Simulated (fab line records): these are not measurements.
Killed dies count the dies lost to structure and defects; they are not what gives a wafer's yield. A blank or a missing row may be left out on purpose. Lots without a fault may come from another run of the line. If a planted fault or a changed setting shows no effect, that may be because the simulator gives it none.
fab line records | flow sfq-line
[record] lots = 6 | wafers = 18 | last-day = 91
route steps=325 shown JJ@181
lots that met no fault: from a run of the same line without faults
start-h: the number of hours between the record's first day and the start of the first shown wafer of the lot | wait-h: hours elapsed since this lot's preceding step | " repeats the value in the row above | L1.1+2: a single row standing in for several wafers | - no value, or no start was given | * or withheld: withheld | < > ~ a bound
route shown NAME@n: names a module that has steps shown in the file, with the first one's number in the route | usual: mean/standard deviation taken from wafers without a fault | same: alike in all rows | chamber/n: place in a boat | sites: each site's reading | _std_site: their standard deviation | _edge_site: the outer-site mean with the inner-site mean subtracted | radius-mm: how far each site lies from the wafer's centre | mask NAME#n: copy n | behind: the tool/chamber that last shaped the wafer | hold: reason for holding the lot/hours on hold/outcome of the hold | device: the n, p or np transistor that did not switch | end of line: at the end of the route, the tests of the same wafers | a step given without rows: its recipe and nothing more | killed: count of dies lost to structure and defects at first sort (not the wafer's yield) | map: dies across one wafer; x = killed, . = not, _ = none there
set.NAME: setting as actually run; set.NAME@STEP: the setting as run at that earlier step | model.NAME: the simulator's own value behind a step, which no gauge read
certain route steps with their lots: each step a table, each wafer a row
services: from which hour (start-h, from the record's first day; less than 0 if before it) a tool's chamber was out of use, for how many hours, and why
[[steps]]
[step SFQ_TRILAYER_JJ_TRILAYER_DEP_AL_OXIDATION_111]
[recipe] pressure-mbar = 0.014667 | oxidation-time-s = 600 | temperature-k = 293
[step SFQ_TRILAYER_JJ_TRILAYER_DEP_SPUTTER_112]
[recipe] material = Nb | base-pressure-pa = 1.33e-06 | chamber-pressure-pa = 0.1333 | substrate-temp-c = 20 | target-thk-nm = 170 | power-w = 2000 | time-s = 113.3
[usual] throttle-valve-pct = 30.1/1
lot.wafer | tool           | chamber | start-h | wait-h | throttle-valve-pct
L203.2    | pvd-sputter-06 | -       | 1225.05 | 0.5    | 30.8
L203.3    | "              | -       | "       | "      | 30.7
L203.5    | "              | -       | "       | "      | 29.8
L207.1    | pvd-sputter-05 | -       | 1238.23 | 0.5    | 29.6
L207.3    | "              | -       | "       | "      | 31.0
L207.5    | "              | -       | "       | "      | 32.1
L220.1    | pvd-sputter-06 | -       | 1357.41 | 4.5    | 29.5
L220.5    | "              | -       | "       | "      | 30.6
L220.6    | "              | -       | "       | "      | 30.9
L221.1    | pvd-sputter-06 | -       | 1361.81 | 0.5    | 30.7
L221.3    | "              | -       | "       | "      | 29.8
L221.5    | "              | -       | "       | "      | 30.7
L223.2    | pvd-sputter-04 | -       | 1383.41 | 0.5    | 30.4
L223.3    | "              | -       | "       | "      | 27.8
L223.4    | "              | -       | "       | "      | 31.2
L224.1    | pvd-sputter-06 | -       | 1387.61 | 0.5    | 29.5
L224.4    | "              | -       | "       | "      | 30.7
L224.6    | "              | -       | "       | "      | 31.0
[step SFQ_JJ_RS_MEAS_929]
[recipe] thk-meas-gauge = four-point-probe | reads = Nb_of_TRILAYER_JJ_TRILAYER_DEP_SPUTTER_112
[usual] JJ_NB_RS = 1.046/0.013
lot.wafer | tool          | chamber | start-h | wait-h | JJ_NB_RS[ohm/sq]
L203.2    | film-metro-03 | -       | 1225.15 | 0.1    | 1.062
L203.3    | "             | -       | "       | "      | 1.059
L203.5    | "             | -       | "       | "      | 1.036
L207.1    | film-metro-02 | -       | 1238.30 | 0.0    | 1.034
L207.3    | "             | -       | "       | "      | 1.049
L207.5    | "             | -       | "       | "      | 1.047
L220.1    | film-metro-01 | -       | 1357.49 | 0.0    | 1.062
L220.5    | "             | -       | "       | "      | 1.065
L220.6    | "             | -       | "       | "      | 1.054
L221.1    | film-metro-03 | -       | 1361.89 | 0.0    | 1.058
L221.3    | "             | -       | "       | "      | 1.053
L221.5    | "             | -       | "       | "      | 1.059
L223.2    | film-metro-02 | -       | 1383.51 | 0.1    | 1.048
L223.3    | "             | -       | "       | "      | 1.037
L223.4    | "             | -       | "       | "      | 1.050
L224.1    | film-metro-03 | -       | 1387.69 | 0.0    | 1.054
L224.4    | "             | -       | "       | "      | 1.053
L224.6    | "             | -       | "       | "      | 1.054
[step SFQ_TRILAYER_JJ_CE_LITHO_COAT_119]
[recipe] resist = BARC | spin-rpm = 2950 | resist-thk-nm = 62
[step SFQ_TRILAYER_JJ_CE_LITHO_COAT_114]
[recipe] resist = KrF | spin-rpm = 3000 | resist-thk-nm = 600
[step SFQ_TRILAYER_JJ_CE_LITHO_SOFTBAKE_118]
[recipe] temp-c = withheld | time-s = withheld | resist = KrF
[step SFQ_TRILAYER_JJ_CE_LITHO_EXPOSE_115]
[recipe] mask-id = J5 | na = 0.6 | source-shape = conventional | sigma-outer = 0.65 | target-cd-nm = 700 | dose-mj = 14.4
[step SFQ_TRILAYER_JJ_CE_LITHO_PEB_117]
[recipe] peb-temp-c = 115 | peb-time-s = 60 | resist = KrF
[step SFQ_TRILAYER_JJ_CE_LITHO_DEVELOP_116]
[recipe] time-s = 60 | resist = KrF
[step SFQ_JJ_OVL_MEAS_931]
[usual] J5_OVL = 1/4.8
lot.wafer | tool       | chamber | start-h | wait-h | J5_OVL[nm]
L203.2    | overlay-01 | -       | 1227.57 | 0.1    | -3
L203.3    | "          | -       | "       | "      | -6
L203.5    | "          | -       | "       | "      | -8
L207.1    | overlay-01 | -       | 1240.86 | 0.1    | 10
L207.3    | "          | -       | "       | "      | 5
L207.5    | "          | -       | "       | "      | 4
L220.1    | overlay-01 | -       | 1377.83 | 0.1    | 2
L220.5    | "          | -       | "       | "      | -1
L220.6    | "          | -       | "       | "      | -2
L221.1    | overlay-01 | -       | 1381.43 | 0.1    | -2
L221.3    | "          | -       | "       | "      | -8
L221.5    | "          | -       | "       | "      | -4
L223.2    | overlay-02 | -       | 1491.65 | 0.1    | 2
L223.3    | "          | -       | "       | "      | 6
L223.4    | "          | -       | "       | "      | 9
L224.1    | overlay-02 | -       | 1500.17 | 0.1    | 1
L224.4    | "          | -       | "       | "      | 7
L224.6    | "          | -       | "       | "      | 7
[step SFQ_TRILAYER_JJ_CE_METRO_MEASURE_117]
[usual] cd-nm = 699.9/1.4
lot.wafer | tool      | chamber | start-h | wait-h | cd-nm
L203.2    | cd-sem-02 | -       | 1227.80 | 0.2    | 699.2
L203.3    | "         | -       | "       | "      | 699.0
L203.5    | "         | -       | "       | "      | 698.1
L207.1    | cd-sem-02 | -       | 1240.90 | 0.0    | 699.2
L207.3    | "         | -       | "       | "      | 698.0
L207.5    | "         | -       | "       | "      | 696.9
L220.1    | cd-sem-01 | -       | 1377.86 | 0.0    | 699.3
L220.5    | "         | -       | "       | "      | 698.8
L220.6    | "         | -       | "       | "      | 698.6
L221.1    | cd-sem-02 | -       | 1381.46 | 0.0    | 701.6
L221.3    | "         | -       | "       | "      | 702.1
L221.5    | "         | -       | "       | "      | 701.4
L223.2    | cd-sem-02 | -       | 1491.88 | 0.2    | 699.9
L223.3    | "         | -       | "       | "      | 698.9
L223.4    | "         | -       | "       | "      | 697.9
L224.1    | cd-sem-01 | -       | 1500.21 | 0.0    | 699.4
L224.4    | "         | -       | "       | "      | 697.5
L224.6    | "         | -       | "       | "      | 698.1
[step SFQ_TRILAYER_JJ_CE_BARC_OPEN_RIE_150]
[recipe] mask-material = PR | chemistry = O2 | target-depth-nm = 240 | target = BARC | icp-w = 600 | bias-w = 80 | pressure-mtorr = 10 | time-s = 80
[usual] bias-w = 79.99/0.25 | drypump-motor-current-A = 5.9/0.55 | he-backside-leak-sccm = 3.53/0.21 | oes-product-au = 0.539/0.0048
lot.wafer | tool         | chamber | start-h | wait-h | bias-w | drypump-motor-current-A | he-backside-leak-sccm | oes-product-au | rf-hours-counter-h
L203.2    | rie-metal-01 | 0       | 1228.80 | 0.8    | 80.04  | 5.5                     | 3.83                  | 0.538          | 112
L203.3    | "            | 0       | "       | "      | 80.42  | 5.5                     | 3.86                  | 0.538          | -
L203.5    | "            | 1       | "       | "      | 79.70  | 6.5                     | 3.69                  | 0.541          | -
L207.1    | rie-metal-04 | 1       | 1242.10 | 1.0    | 80.41  | 6.2                     | 3.27                  | 0.538          | 123
L207.3    | "            | 0       | "       | "      | 79.68  | 6.2                     | 3.39                  | 0.541          | -
L207.5    | "            | 1       | "       | "      | 79.86  | 6.2                     | 3.21                  | 0.543          | -
L220.1    | rie-metal-04 | 0       | 1379.06 | 1.0    | 89.22  | 6.2                     | 3.20                  | 0.536          | 65
L220.5    | "            | 0       | "       | "      | 89.14  | 6.2                     | 3.44                  | 0.540          | -
L220.6    | "            | 1       | "       | "      | 89.12  | 6.2                     | 3.31                  | 0.544          | -
L221.1    | rie-metal-04 | 0       | 1382.66 | 1.0    | 89.13  | 6.2                     | 3.48                  | 0.533          | 66
L221.3    | "            | 0       | "       | "      | 89.10  | 6.2                     | 3.58                  | 0.538          | -
L221.5    | "            | 0       | "       | "      | 89.27  | 6.2                     | 3.74                  | 0.536          | -
L223.2    | rie-metal-01 | 0       | 1492.88 | 0.8    | 80.15  | 5.5                     | 3.74                  | 0.546          | 7
L223.3    | "            | 1       | "       | "      | 79.94  | 6.6                     | 3.67                  | 0.536          | -
L223.4    | "            | 0       | "       | "      | 80.27  | 5.5                     | 3.81                  | 0.538          | -
L224.1    | rie-metal-02 | 1       | 1501.41 | 1.0    | 80.42  | 5.1                     | 3.60                  | 0.537          | 48
L224.4    | "            | 1       | "       | "      | 79.96  | 5.0                     | 3.82                  | 0.534          | -
L224.6    | "            | 0       | "       | "      | 80.18  | 6.3                     | 3.50                  | 0.541          | -
[step SFQ_TRILAYER_JJ_CE_ETCH_RIE_118]
[recipe] target = Nb | stop-on = Al2O3 | mask-material = PR | taper-deg = 13.257 | over-etch-frac = 0.15 | time-s = 97.7 | chemistry = SF6 | target-depth-nm = 170 | icp-w = 600 | bias-w = 80 | pressure-mtorr = 10
[usual] bias-w = 80.01/0.23 | drypump-motor-current-A = 5.9/0.55 | he-backside-leak-sccm = 3.53/0.23 | oes-product-au = 0.991/0.0062
lot.wafer | tool         | chamber | start-h | wait-h | bias-w | drypump-motor-current-A | he-backside-leak-sccm | oes-product-au | rf-hours-counter-h
L203.2    | rie-metal-01 | 0       | 1228.89 | 0.1    | 80.11  | 5.5                     | 3.93                  | 0.985          | 112
L203.3    | "            | 0       | "       | "      | 80.46  | 5.5                     | 3.82                  | 0.984          | -
L203.5    | "            | 1       | "       | "      | 79.74  | 6.6                     | 3.66                  | 0.992          | -
L207.1    | rie-metal-04 | 1       | 1242.19 | 0.1    | 80.30  | 6.2                     | 3.46                  | 0.992          | 124
L207.3    | "            | 0       | "       | "      | 80.17  | 6.2                     | 3.51                  | 0.989          | -
L207.5    | "            | 1       | "       | "      | 79.93  | 6.2                     | 3.34                  | 0.994          | -
L220.1    | rie-metal-04 | 0       | 1379.15 | 0.1    | 79.78  | 6.2                     | 3.26                  | 0.987          | 65
L220.5    | "            | 0       | "       | "      | 79.95  | 6.2                     | 3.55                  | 0.978          | -
L220.6    | "            | 1       | "       | "      | 80.20  | 6.2                     | 3.45                  | 0.988          | -
L221.1    | rie-metal-04 | 0       | 1382.85 | 0.2    | 79.90  | 6.2                     | 3.58                  | 0.985          | 66
L221.3    | "            | 0       | "       | "      | 80.51  | 6.2                     | 3.38                  | 0.994          | -
L221.5    | "            | 0       | "       | "      | 80.08  | 6.2                     | 3.64                  | 0.984          | -
L223.2    | rie-metal-01 | 0       | 1492.97 | 0.1    | 79.84  | 5.5                     | 3.67                  | 0.983          | 7
L223.3    | "            | 1       | "       | "      | 79.61  | 6.6                     | 3.99                  | 0.989          | -
L223.4    | "            | 0       | "       | "      | 79.90  | 5.5                     | 3.87                  | 0.980          | -
L224.1    | rie-metal-02 | 1       | 1501.50 | 0.1    | 79.88  | 5.1                     | 3.60                  | 0.989          | 48
L224.4    | "            | 1       | "       | "      | 80.28  | 5.1                     | 3.57                  | 0.994          | -
L224.6    | "            | 0       | "       | "      | 80.15  | 6.3                     | 3.23                  | 0.990          | -
[[services]]
tool           | chamber | start-h | hours | kind
cd-sem-01      | -       | 1250.45 | 2.5   | pm
cd-sem-01      | -       | 1252.92 | 0.5   | pm
cd-sem-02      | -       | 1262.35 | 1.5   | pm
pvd-sputter-05 | -       | 1262.74 | 1.1   | repair
cd-sem-01      | -       | 1271.34 | 2.6   | repair
rie-metal-02   | -       | 1274.28 | 0.3   | repair
pvd-sputter-06 | -       | 1280.92 | 3.7   | repair
cd-sem-02      | -       | 1290.10 | 0.8   | pm
pvd-sputter-06 | -       | 1296.51 | 4.2   | repair
rie-metal-04   | -       | 1312.11 | 2.2   | repair
cd-sem-02      | -       | 1316.41 | 0.2   | pm
cd-sem-02      | -       | 1335.18 | 1.0   | pm
rie-metal-02   | 0       | 1347.11 | 6.4   | repair
cd-sem-01      | -       | 1348.96 | 0.3   | pm
cd-sem-01      | -       | 1351.42 | 0.4   | pm
cd-sem-02      | -       | 1373.07 | 0.4   | pm
cd-sem-01      | -       | 1382.54 | 3.2   | repair
rie-metal-01   | -       | 1388.04 | 2.8   | pm
rie-metal-02   | -       | 1388.53 | 0.8   | repair
cd-sem-02      | -       | 1410.95 | 1.7   | repair
cd-sem-01      | -       | 1434.45 | 0.6   | pm
cd-sem-02      | -       | 1474.10 | 0.5   | pm
rie-metal-04   | 1       | 1474.47 | 11.9  | repair
cd-sem-02      | -       | 1500.41 | 1.1   | pm
[[key]]
[first-sign] step = SFQ_TRILAYER_JJ_CE_BARC_OPEN_RIE_150 | reading = bias-w | direction = up | sigmas = 37 | usual = 79.99 | struck = 89.16
effect none on later readings
met-at SFQ_TRILAYER_JJ_CE_BARC_OPEN_RIE_150
struck-wafers L220.1,L220.5,L220.6,L221.1,L221.3,L221.5
onset-between 1242.10 1379.06
[fault] kind = process-parameter-drift | tool = rie-metal-04 | chamber = - | onset-h = 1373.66 | steps = SFQ_TRILAYER_JJ_CE_BARC_OPEN_RIE_150 | channel = bias-w | offset = 9.0971 | shape = step | end-h = 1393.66 | acts-in = these-recipes-only | stated = 80
